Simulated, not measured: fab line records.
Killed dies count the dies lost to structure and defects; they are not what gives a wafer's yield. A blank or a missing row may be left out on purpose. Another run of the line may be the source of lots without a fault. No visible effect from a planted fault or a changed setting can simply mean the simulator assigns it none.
Matching of chambers -- flow sky130 -- SKY_VIA2_CMP_02 on cmp-01: 4 sister chambers
The step polishes SiO2. 14 wafers are shown with their chamber, then 7 later ones without.

EACH WAFER AND ITS CHAMBER
wafer,chamber,motor current A (A)
L979.1,0,10.3
L979.2,1,13.2
L979.4,2,11.5
L989.1,1,12.8
L989.2,0,10.6
L989.5,1,13.1
L992.1,2,11.0
L992.2,0,10.9
L992.4,1,13.7
L994.2,2,11.1
L994.5,3,10.8
L994.6,2,10.9
L993.3,2,11.2
L993.5,3,10.8

SIGNATURES, as means of the wafers listed above
reading,chamber 0,chamber 1,chamber 2,chamber 3,scatter within a chamber
motor current A,10.600,13.200,11.140,10.800,0.285
Rule: distance of a wafer from a chamber = root of the sum over the readings of ((wafer's reading minus chamber's mean) / reading's scatter) squared. The wafer belongs to the nearest chamber; if the next one is less than 2 further off, it can't be placed. The scatter: take each reading less its chamber's mean, square it, sum over the shown wafers, divide by the number of wafers less the number of chambers, and take the root.

WAFERS WHOSE CHAMBER IS MISSING
wafer,motor current A (A)
L993.6,11.2
L995.1,13.7
L995.2,11.1
L995.5,11.2
L996.2,11.3
L996.3,11.0
L996.5,13.6

WHICH CHAMBER EACH ONE RAN IN
wafer,from the rows above,in truth
L993.6,can't be placed: 2 or 3 or 0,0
L995.1,1,1
L995.2,can't be placed: 2 or 3 or 0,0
L995.5,can't be placed: 2 or 3 or 0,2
L996.2,can't be placed: 2 or 3 or 0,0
L996.3,can't be placed: 2 or 3 or 0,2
L996.5,1,1
Placed correctly: 2 of 7. From these rows, 5 cannot be placed; in 5 the true chamber is one of the candidates. 0 placed wrongly.
